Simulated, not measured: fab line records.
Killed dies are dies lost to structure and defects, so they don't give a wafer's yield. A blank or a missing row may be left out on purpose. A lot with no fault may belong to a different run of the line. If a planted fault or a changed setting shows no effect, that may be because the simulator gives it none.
Chamber matching :: flow sky130 :: SKY_VIA1_CMP_02 on cmp-02 has 4 sister chambers
The step polishes SiO2. 4 wafers are shown with their chamber, then 8 later ones without.

== WAFERS PAIRED WITH THEIR CHAMBERS ==
wafer: L377.1
chamber: 1
motorCurrentA (A): 11.3

wafer: L388.4
chamber: 0
motorCurrentA (A): 10.9

wafer: L388.6
chamber: 3
motorCurrentA (A): 10.3

wafer: L391.2
chamber: 2
motorCurrentA (A): 13.0

== WAFERS WITH NO CHAMBER GIVEN ==
wafer: L391.3
motorCurrentA (A): 11.8

wafer: L391.6
motorCurrentA (A): 10.1

wafer: L394.3
motorCurrentA (A): 12.7

wafer: L394.4
motorCurrentA (A): 10.7

wafer: L394.5
motorCurrentA (A): 11.2

wafer: L393.2
motorCurrentA (A): 11.0

wafer: L393.3
motorCurrentA (A): 13.8

wafer: L393.5
motorCurrentA (A): 11.1

== CHAMBER TAKEN BY EACH ==
wafer: L391.3
from the rows above: can't be placed: 1 or 0 or 2
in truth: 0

wafer: L391.6
from the rows above: can't be placed: 3 or 0
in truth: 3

wafer: L394.3
from the rows above: 2
in truth: 2

wafer: L394.4
from the rows above: can't be placed: 0 or 3 or 1
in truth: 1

wafer: L394.5
from the rows above: can't be placed: 1 or 0
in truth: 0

wafer: L393.2
from the rows above: can't be placed: 0 or 1 or 3
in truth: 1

wafer: L393.3
from the rows above: 2
in truth: 2

wafer: L393.5
from the rows above: can't be placed: 0 or 1 or 3
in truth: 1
Placed correctly: 2 of 8. These rows do not allow placing 6 (true chamber among the candidates in 6). Wrongly placed: 0.
How it was worked out, from the rows above alone: a wafer's distance from a chamber is the root of the sum, over the readings, of the square of ((its reading less the chamber's mean) divided by the reading's scatter). If the next closest chamber is less than 2 further off than the closest, the wafer can't be placed; otherwise it belongs to the closest. A chamber's mean is the mean of its shown wafers. The scatter: root of mean squared gap, hidden wafer to nearest shown wafer, with one shown wafer a chamber.
